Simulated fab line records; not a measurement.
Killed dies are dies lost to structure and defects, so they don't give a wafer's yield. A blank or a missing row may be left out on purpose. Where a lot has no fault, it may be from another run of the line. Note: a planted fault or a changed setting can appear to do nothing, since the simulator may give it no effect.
A struck lot beside a sound one | flow sky130 | 15 out of 708 route steps
Sound: these wafers, L852.3, L852.4, L852.6. Wafers L845.2, L845.3, L845.5 were the ones struck. The cause is named last.
Each step with rows lists, per side, the tool, then ch with its chambers, then its first start. Under that, the readings that differ: sound wafers | struck wafers | difference of the means | sigmas: that difference in standard deviations of wafers without a fault.
alike: readings with means less than 2 such deviations apart, plus words and numbers identical on both sides. not compared: withheld readings, readings lacking a value on some wafer, bounds such as >300 that could conceal the same value, and numbers that have no deviation in the record and whose values overlap.
Wherever a step has rows on one side only, a row that says differs or no value, or a row with sigmas, the two part there. When numbers do not overlap yet have no deviation, they are printed without sigmas and do not part them. A reading that every wafer of one side lacks parts them only if that side has two wafers or more.

SKY_VIA4_THK_MEAS_01:
  sound on filmMetro-01 at day 46 03:00; struck on filmMetro-01 at day 44 01:48
  alike: VIA4_HDPCVD_THK
SKY_VIA4_CMP_02: polishes SiO2.
  sound on cmp-02 ch 0,1,3, day 46 03:08; struck on cmp-02 ch 2,3, day 44 01:51
  alike: motorCurrentA, platenRpm, slurryFilterDpKPa
SKY_VIA4_BOW_MEAS_03:
  sound on filmMetro-01 at day 46 03:23; struck on filmMetro-02 at day 44 02:11
  alike: VIA4_BOW
then, 7 steps without rows for these wafers: SKY_VIA4_DEHYDRATE_04 (time 60 s); SKY_VIA4_HMDS_05 (prime time 60 s); SKY_VIA4_COAT_06 (resist thk 1140 nm); SKY_VIA4_SOFTBAKE_07 (time 60 s); SKY_VIA4_EXPOSE_08 (exposes mask VIM4, target cd 800 nm); SKY_VIA4_PEB_09; SKY_VIA4_DEVELOP_10 (develop time 60 s).
SKY_VIA4_OVL_MEAS_11:
  sound on overlay-01 at day 46 23:52; struck on overlay-02 at day 45 00:27
  alike: VIA4_OVL
SKY_VIA4_ETCH_12: etches SiO2 in C4F8/O2/Ar, stops on TiN, target depth 580 nm.
  sound on rieDiel-03 ch 0,1, day 46 23:53; struck on rieDiel-01 ch 0,2,3, day 45 00:29
  alike: chamberPressureMTorr, oesProductAu
SKY_VIA4_STRIP_13: strips in O2/N2.
  sound on plasmaAsher-02 ch 0,1, day 46 23:59; struck on plasmaAsher-03 ch 1, day 45 00:33
  no value came back on the struck wafers for chamberPressureMTorr (mTorr), drypumpMotorCurrentA (A), oesProductAu (a.u.), stripTimeToEndpointS (s); on the sound wafers chamberPressureMTorr (mTorr) reads 1498.2 1500.3 1500.8
reading                                  | sound | struck         | difference | sigmas
model.NOVOLAK_of_VIA4_COAT_06.thkNm (nm) | 0 0 0 | 1001 1009 1010 | +1007      | 
  not compared: rfHoursCounterH
then, 1 step without rows for these wafers: SKY_VIA4_STRIP_14 (strips in post etch residue remover, time 1200 s).
-- the record jumps here: 3 days lie between the struck wafers' starts before and after (it left off in module VIA4 and takes up again in module PAD_OPEN, whose first step shown is number 708 of the route) --
SKY_PAD_OPEN_PROBE_99:
  the record has rows for the struck wafers here (prober-01, day 47 20:35) and none for the sound ones

## WHERE THEY PART
Earliest at SKY_VIA4_STRIP_13; latest, in this record, at SKY_PAD_OPEN_PROBE_99.

WHY: the cause the simulator had injected
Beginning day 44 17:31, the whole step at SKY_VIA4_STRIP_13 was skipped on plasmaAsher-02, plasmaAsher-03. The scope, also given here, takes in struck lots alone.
